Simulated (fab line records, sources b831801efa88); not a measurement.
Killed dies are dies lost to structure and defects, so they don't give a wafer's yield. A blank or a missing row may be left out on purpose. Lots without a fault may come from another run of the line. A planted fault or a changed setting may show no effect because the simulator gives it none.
Problem report in the 8D (eight disciplines) form, filled by code | flow sky130 | the parts of the form that need people (team, actions taken, sign-off) are left out

1. THE PROBLEM
bias_w at SKY_POLY_CUT_ETCH_10 reads a mean of 111.28 W on 4 wafers of 2 lots; wafers without a fault read 100.01 W with a standard deviation of 0.3. That is +38 standard deviations from the usual mean.
The step: etches BARC in N2/H2, stops on SiO2, time 45.9 s, target depth 60 nm.
First seen on wafer L597.1, day 26 00:06, on rie_diel-04. The record holds 36 wafers of 12 lots with a number at this step. Rule for "out", or "out of limits": more than 4 standard deviations from the usual mean. The other wafers with a number count as sound.

2. WHAT IT IS AND WHAT IT IS NOT
question                    | is                             | is not
which readings at this step | bias_w                         | drypump_motor_current_A, oes_product_au, rf_fwd_power_W, throttle_valve_pct
which lots                  | L597, L600                     | L593, L594, L595, L609, L610, L611, L612, L613, L614, L615
which wafers of those lots  | L597.1, L597.6, L600.4, L600.5 | L597.3, L600.3
read on which tools         | rie_diel-04                    | rie_diel-01, rie_diel-02
when                        | from day 26 00:06              | up to then (10 sound wafers); but 22 sound wafers of L600, L609, L610, L611, L612, L613, L614, L615 came after

3. SUSPECTS, AND WHAT RULES EACH OUT
Counting: a tool at a process step up to the reading stays a suspect if it ran every lot that is out. Sound lots after the first of them don't rule it out here, since some wafers of a struck lot are sound.
- rie_diel-04 at SKY_POLY_CUT_ETCH_10 (etches BARC in N2/H2, stops on SiO2, time 45.9 s, target depth 60 nm): kept. It ran every lot that is out, first L597 (day 26 00:06); its last sound lot up to then is L595 (day 25 10:00). Its own readings are out on those wafers: bias_w.
- Within rie_diel-04 at SKY_POLY_CUT_ETCH_10: the wafers that are out ran in chamber 2; their sound lot-mates ran in chamber 1.
Left after counting: rie_diel-04 at SKY_POLY_CUT_ETCH_10.

4. THE CAUSE (what the simulator had put in)
Process parameter drift: rie_diel-04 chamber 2, from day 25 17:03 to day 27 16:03, at SKY_POLY_CUT_ETCH_10. Setting bias_w, moved by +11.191, from 100. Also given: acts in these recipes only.
Counting left only this tool.

5. THE CHAIN OF EFFECTS, in route order
Each row: a reading whose mean over the struck wafers that have a number lies more than 3 standard deviations from the usual. Only readings for which the record gives a usual standard deviation are gone through. hours: the time from each lot's start at the first step in this table that gives one to its start at this step, as a median over the lots. sigmas: the change in usual standard deviations.
hours | step                 | reading | usual    | on struck wafers | change | sigmas
0     | SKY_POLY_CUT_ETCH_10 | bias_w  | 100.01 W | 111.28           | +11.27 | +38
The process steps in it:
- SKY_POLY_CUT_ETCH_10: etches BARC in N2/H2, stops on SiO2, time 45.9 s, target depth 60 nm.

6. WHAT WOULD HAVE CAUGHT IT SOONER
In this record the first reading out of limits was taken at day 26 00:06, 7 hours after the fault began at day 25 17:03.
